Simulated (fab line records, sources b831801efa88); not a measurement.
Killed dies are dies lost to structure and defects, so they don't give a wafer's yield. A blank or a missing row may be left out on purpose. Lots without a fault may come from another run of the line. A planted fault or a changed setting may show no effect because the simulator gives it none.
A struck lot beside a sound one | flow sky130 | 43 steps out of a route of 708
Sound: wafers L344.2, L344.4, L344.5. Struck: wafers L356.2, L356.4, L356.5. The cause comes at the end.
At each step with rows: each side's tool, then ch and its chambers, then its first start. Under that, the readings that differ: sound wafers | struck wafers | difference of the means | sigmas: that difference in standard deviations of wafers without a fault.
alike: readings whose means differ by less than 2 such deviations, and words and numbers that are the same on both sides. not compared: withheld readings, readings that some wafer has no value for, bounds like >300 that may hide the same value, and numbers for which the record gives no deviation and whose values overlap.
The two part at a step that has a row with sigmas, a row that says differs or no value, or rows on one side only. Numbers that don't overlap but have no deviation are shown without sigmas and don't part them. A reading that every wafer of one side lacks parts them only if that side has two wafers or more.

first, 6 steps without rows for these wafers: SKY_VIA1_COAT_06 (resist thk 60 nm); SKY_VIA1_COAT_07 (resist thk 450 nm); SKY_VIA1_SOFTBAKE_08 (time 90 s); SKY_VIA1_EXPOSE_09 (exposes mask VIM, target cd 150 nm); SKY_VIA1_PEB_10; SKY_VIA1_DEVELOP_11 (develop time 60 s).
SKY_VIA1_CD_MEAS_12: target cd 150 nm.
  sound on cd_sem-02, day 34 02:27; struck on cd_sem-01, day 38 11:26
  alike: cd_nm
SKY_VIA1_OVL_MEAS_13:
  sound on overlay-01, day 34 02:34; struck on overlay-02, day 38 11:32
  alike: VIA1_OVL
then, 1 step without rows for these wafers: SKY_VIA1_ETCH_14 (etches BARC in N2/H2, stops on SiO2, time 45.9 s, target depth 60 nm).
SKY_VIA1_ETCH_15: etches SiO2 in C4F8/O2/Ar, stops on TiN, target depth 351 nm, time 54 s.
  sound on rie_diel-01 ch 1,2, day 34 02:38; struck on rie_diel-01 ch 0,2,3, day 38 11:37
  alike: oes_product_au, rf_fwd_power_W
  not compared: rf_hours_counter_h
then, 2 steps without rows for these wafers: SKY_VIA1_STRIP_16 (strips in O2/N2); SKY_VIA1_STRIP_17 (strips in post etch residue remover, time 1200 s).
SKY_VIA1_CLEAN_18: cleans in IPA, time 180 s.
  sound on wet_bench-03 ch 1, day 34 03:07; struck on wet_bench-03 ch 1, day 38 12:06
then, 2 steps without rows for these wafers: SKY_VIA1_CLEAN_19 (cleans in O3/DIW); SKY_VIA1_SPUTTER_20 (material TiN, target thk 20 nm, time 80 s).
SKY_VIA1_CVD_21: deposits W, target thk 270 nm, time 80.902 s.
  sound on cvd_w-01 ch 0,1, day 34 03:20; struck on cvd_w-01 ch 0,1, day 38 12:19
  alike: heater_power_w
SKY_VIA1_RS_MEAS_22: measures by four-point-probe.
  sound on film_metro-04, day 34 03:26; struck on film_metro-04, day 38 12:26
  alike: VIA1_W_RS
SKY_VIA1_THK_MEAS_23: measures by xrf.
  sound on film_metro-04, day 34 03:33; struck on film_metro-04, day 38 12:32
  alike: VIA1_W_THK
then, 4 steps without rows for these wafers: SKY_VIA1_CMP_24 (polishes, stops on SiO2, t overpolish 15 s, target thk 0 nm); SKY_METAL2_SPUTTER_00 (material Ti, target thk 15 nm, time 10 s); SKY_METAL2_SPUTTER_01 (material TiN, target thk 20 nm, time 16.7 s); SKY_METAL2_SPUTTER_02 (material AlCu, target thk 250 nm, time 13.3 s).
SKY_METAL2_SPUTTER_03: material Ti, target thk 5 nm, time 3.3 s.
  sound on pvd_sputter-04, day 34 03:59; struck on pvd_sputter-02, day 38 13:02
  alike: cathode_dc_power_W, chamber_pressure_pa, throttle_valve_pct
SKY_METAL2_SPUTTER_04: material TiN, target thk 70 nm, time 58.3 s.
  sound on pvd_sputter-04, day 34 03:59; struck on pvd_sputter-02, day 38 13:04
  alike: cathode_dc_power_W, chamber_pressure_pa, throttle_valve_pct
SKY_METAL2_RS_MEAS_05: measures by four-point-probe.
  sound on film_metro-03, day 34 04:04; struck on film_metro-02, day 38 13:11
  alike: METAL2_ALCU_RS
SKY_METAL2_THK_MEAS_06: measures by xrf.
  sound on film_metro-03, day 34 04:10; struck on film_metro-02, day 38 13:18
  alike: METAL2_ALCU_THK
then, 8 steps without rows for these wafers: SKY_METAL2_DEHYDRATE_07 (time 60 s); SKY_METAL2_HMDS_08 (prime time 60 s); SKY_METAL2_COAT_09 (resist thk 60 nm); SKY_METAL2_COAT_10 (resist thk 450 nm); SKY_METAL2_SOFTBAKE_11 (time 90 s); SKY_METAL2_EXPOSE_12 (exposes mask MM2, target cd 140 nm); SKY_METAL2_PEB_13; SKY_METAL2_DEVELOP_14 (develop time 60 s).
SKY_METAL2_CD_MEAS_15: target cd 140 nm.
  sound on cd_sem-01, day 35 07:15; struck on cd_sem-01, day 39 13:13
  alike: cd_nm
SKY_METAL2_OVL_MEAS_16:
  sound on overlay-02, day 35 07:22; struck on overlay-01, day 39 13:20
  alike: METAL2_OVL
then, 3 steps without rows for these wafers: SKY_METAL2_DESCUM_17 (chemistry O2, time 8 s); SKY_METAL2_ETCH_18 (etches BARC in N2/H2, stops on SiO2, time 45.9 s, target depth 60 nm); SKY_METAL2_METAL_ETCH_19 (etches the open film in Cl2/BCl3, stops on SiO2, target depth 360 nm, time 78 s).
SKY_METAL2_STRIP_20: strips in O2/N2.
  sound on plasma_asher-02 ch 0,1, day 35 07:34; struck on plasma_asher-03 ch 0,1, day 39 13:37
  alike: drypump_motor_current_A, oes_product_au, strip_time_to_endpoint_s
  not compared: rf_hours_counter_h
then, 2 steps without rows for these wafers: SKY_METAL2_STRIP_21 (strips in post etch residue remover, time 1200 s); SKY_METAL2_CLEAN_22 (cleans in IPA, time 180 s).
-- the record jumps here: 10 days lie between the struck wafers' starts before and after (it left off in module METAL2 and takes up again in module PAD_OPEN, whose first step shown is number 708 of the route) --
SKY_PAD_OPEN_PROBE_99:
  sound on prober-02, day 45 21:16; struck on prober-02, day 49 03:41
  reading                               | sound            | struck            | difference | sigmas
  defect_limited_yield (%)              | 78.7 80.7 81.3   | 72.8 73.2 76.8    | -6.0       | -3
  killed_at_M0_to_M3                    | 46 44 35         | 99 84 87          | +48        | +7
  killed_dies                           | 105 95 92        | 134 132 114       | +29        | +3
  killed_short                          | 44 46 46         | 25 39 23          | -16        | -3
  sort_bin_3_pad_short (%)              | 0.8 1.2 0.8      | 3.5 2.8 3.3       | +2.3       | +6
  sort_bin_5_function (%)               | 12.6 11.6 12.8   | 15.9 15.4 15.2    | +3.2       | +2
  sort_n_pass                           | 387 397 400      | 358 360 378       | -29        | -3
  sort_yield_pct (%)                    | 78.7 80.7 81.3   | 72.8 73.2 76.8    | -6.0       | -3
  model.etest.tester.sort_n_pass        | 387 397 400      | 358 360 378       | -29        |
  model.etest.tester.sort_yield_pct (%) | 78.66 80.69 81.3 | 72.76 73.17 76.83 | -5.96      |
  model.etest.tester.sort_bin_5_pct (%) | 12.6 11.59 12.8  | 15.85 15.45 15.24 | +3.18      |
  model.etest.tester.sort_bin_3_pct (%) | 0.813 1.22 0.813 | 3.455 2.846 3.252 | +2.236     |
  alike: killed_at_M4_up, killed_at_contacts, killed_at_front_end, killed_at_other, killed_open, sort_bin_6_memory

WHERE THEY PART
Only at SKY_PAD_OPEN_PROBE_99, within this record.

WHY: what the simulator had put in
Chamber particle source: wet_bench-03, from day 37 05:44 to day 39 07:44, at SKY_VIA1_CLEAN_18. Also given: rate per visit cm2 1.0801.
